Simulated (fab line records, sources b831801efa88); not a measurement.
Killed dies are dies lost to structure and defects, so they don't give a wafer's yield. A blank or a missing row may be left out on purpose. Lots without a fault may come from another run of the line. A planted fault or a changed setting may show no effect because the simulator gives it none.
Which tool did it? | flow sky130 | 6 lots, 18 wafers sampled, at 3 steps of a route of 708

WHAT THE GAUGES READ, wafer by wafer
SKY_SONOS_TUNNEL_TW_MEAS_12.
lot  | measured     | on            | SONOS_TUNNEL_TW
L985 | day 12 19:30 | film_metro-02 | 198.3 198.0 198.5
L987 | day 13 13:53 | film_metro-03 | 198.2 197.9 198.9
L992 | day 15 00:05 | film_metro-04 | 198.1 196.8 196.6
L995 | day 15 21:44 | film_metro-04 | 147.7 147.1 146.8
L100 | day 18 12:30 | film_metro-02 | 197.7 198.7 198.2
L104 | day 19 11:47 | film_metro-02 | 197.2 197.1 196.4

WHICH TOOL RAN EACH LOT (tool, then ch and the chambers of the sampled wafers, then the start)
lot  | SKY_VT_ADJUST_LVTN_STRIP_09          | SKY_SONOS_TUNNEL_IMPLANT_09
L985 | plasma_asher-01 ch 0,1, day 8 01:45  | implanter-01 ch 0, day 12 19:05
L987 | plasma_asher-03 ch 0,1, day 8 15:58  | implanter-03 ch 0, day 13 13:30
L992 | plasma_asher-03 ch 0,1, day 9 20:15  | implanter-03 ch 0, day 14 23:31
L995 | plasma_asher-01 ch 0,1, day 10 14:16 | implanter-03 ch 0, day 15 21:19
L100 | plasma_asher-04 ch 0,1, day 12 16:00 | implanter-04 ch 0, day 18 12:05
L104 | plasma_asher-03 ch 0,1, day 13 12:16 | implanter-03 ch 0, day 19 11:25
- SKY_VT_ADJUST_LVTN_STRIP_09: strips in O2/N2.
- SKY_SONOS_TUNNEL_IMPLANT_09

THE ANSWER, worked out from the rows above alone
Rule: what is usual is taken from the lots themselves. Put in order of their means at a reading, lots are off if they are a third of the lots or fewer, leave a main group of 4 or more, and stand apart from it by a gap of 3 or more times the standard deviation of the main group's means; of several such gaps the widest counts. A main group whose means are all the same, to the digits that the tables above print for the reading, isn't used. A lot without any number at a reading at which 4 lots or more have one is off too. The other lots that the step has rows for count as sound.
Off: L995, at SKY_SONOS_TUNNEL_TW_MEAS_12 (SONOS_TUNNEL_TW). The main group: mean 197.8, standard deviation 0.61.
A tool fits if, at a process step before that reading, it ran every lot that is off, and no sound lot after the first of them. The gauges at SKY_SONOS_TUNNEL_TW_MEAS_12 are tried like those tools. Can't be told from this: 2 tools fit, plasma_asher-01 at SKY_VT_ADJUST_LVTN_STRIP_09, film_metro-04 at SKY_SONOS_TUNNEL_TW_MEAS_12.

WHAT THE SIMULATOR HAD PUT IN
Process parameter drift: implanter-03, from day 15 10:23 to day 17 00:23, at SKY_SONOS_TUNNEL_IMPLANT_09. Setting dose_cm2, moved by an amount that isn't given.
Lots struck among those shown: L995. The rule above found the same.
